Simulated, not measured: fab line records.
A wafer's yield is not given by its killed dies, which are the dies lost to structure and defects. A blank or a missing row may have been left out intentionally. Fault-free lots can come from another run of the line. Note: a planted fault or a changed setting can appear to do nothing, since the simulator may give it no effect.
A lot that was struck, set against a sound lot	flow gf180mcu	15 out of 602 route steps
Sound: these wafers, L120.1, L120.5, L120.6. Wafers struck: L130.2, L130.4, L130.5. At the end, the cause is stated.
For every step that has rows: the tool of each side, followed by ch and its chambers, followed by its first start. Under that, the readings that differ: sound wafers	struck wafers	difference of the means	sigmas: that difference in standard deviations of wafers without a fault.
alike: a reading whose means differ by less than 2 such deviations, as well as words and numbers matching on both sides. not compared: withheld readings; readings where some wafer has no value; bounds like >300 that might hide an equal value; numbers whose values overlap and for which the record gives no deviation.
Wherever a step has rows on one side only, a row that says differs or no value, or a row with sigmas, the two part there. Numbers that have no deviation but don't overlap get no sigmas and don't part them. A reading that every wafer of one side lacks parts them only if that side has two wafers or more.

GF_M3_SPUTTER_01: material TiN, target thk 30 nm, time 25 s.
  sound on pvdSputter-01, day 23 04:04; struck on pvdSputter-02, day 26 08:07
  alike: throttleValvePct
GF_M3_SPUTTER_02: material AlCu, target thk 450 nm, time 23.9 s.
  sound on pvdSputter-01, day 23 04:06; struck on pvdSputter-02, day 26 08:08
  alike: throttleValvePct
GF_M3_SPUTTER_03: material Ti, target thk 10 nm, time 6.7 s.
  sound on pvdSputter-01, day 23 04:08; struck on pvdSputter-02, day 26 08:10
  alike: throttleValvePct
GF_M3_SPUTTER_04: material TiN, target thk 50 nm, time 41.7 s.
  sound on pvdSputter-01, day 23 04:09; struck on pvdSputter-02, day 26 08:11
  alike: throttleValvePct
GF_M3_RS_MEAS_05: the measuring method here is four-point-probe.
  sound on filmMetro-02, day 23 04:11; struck on filmMetro-03, day 26 08:15
  alike: M3_ALCU_RS
GF_M3_THK_MEAS_06: measures by xrf.
  sound on filmMetro-02, day 23 04:19; struck on filmMetro-03, day 26 08:22
  alike: M3_ALCU_THK
then, 6 steps without rows for these wafers: GF_M3_DEHYDRATE_07 (time 60 s); GF_M3_HMDS_08 (prime time 60 s); GF_M3_COAT_09 (resist thk 1000 nm); GF_M3_SOFTBAKE_10 (time 60 s); GF_M3_EXPOSE_11 (exposes mask Metal3, target cd 280 nm); GF_M3_PEB_12 (peb time 90 s).
GF_M3_DEVELOP_13: develop time 60 s.
  sound on lithoTrack-01 ch 0, day 24 01:52; struck on lithoTrack-01 ch 0, day 27 04:35
reading	sound	struck	difference	sigmas
developerTempC (C)	20.93 20.86 20.92	20.10 20.11 20.07	-0.81	-9
GF_M3_CD_MEAS_14: target cd 280 nm.
  sound on cdSem-02, day 24 02:01; struck on cdSem-02, day 27 04:44
  alike: cdNm
after that, 1 step had no rows for these wafers: GF_PASSIVATION_PROBE_99.

WHERE THEY PART
GF_M3_DEVELOP_13 only, going by this record. Later steps at which nothing parts them and some readings are alike: GF_M3_CD_MEAS_14.

WHY: the cause the simulator had injected
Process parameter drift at GF_M3_DEVELOP_13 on lithoTrack-01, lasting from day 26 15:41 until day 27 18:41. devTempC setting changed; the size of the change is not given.
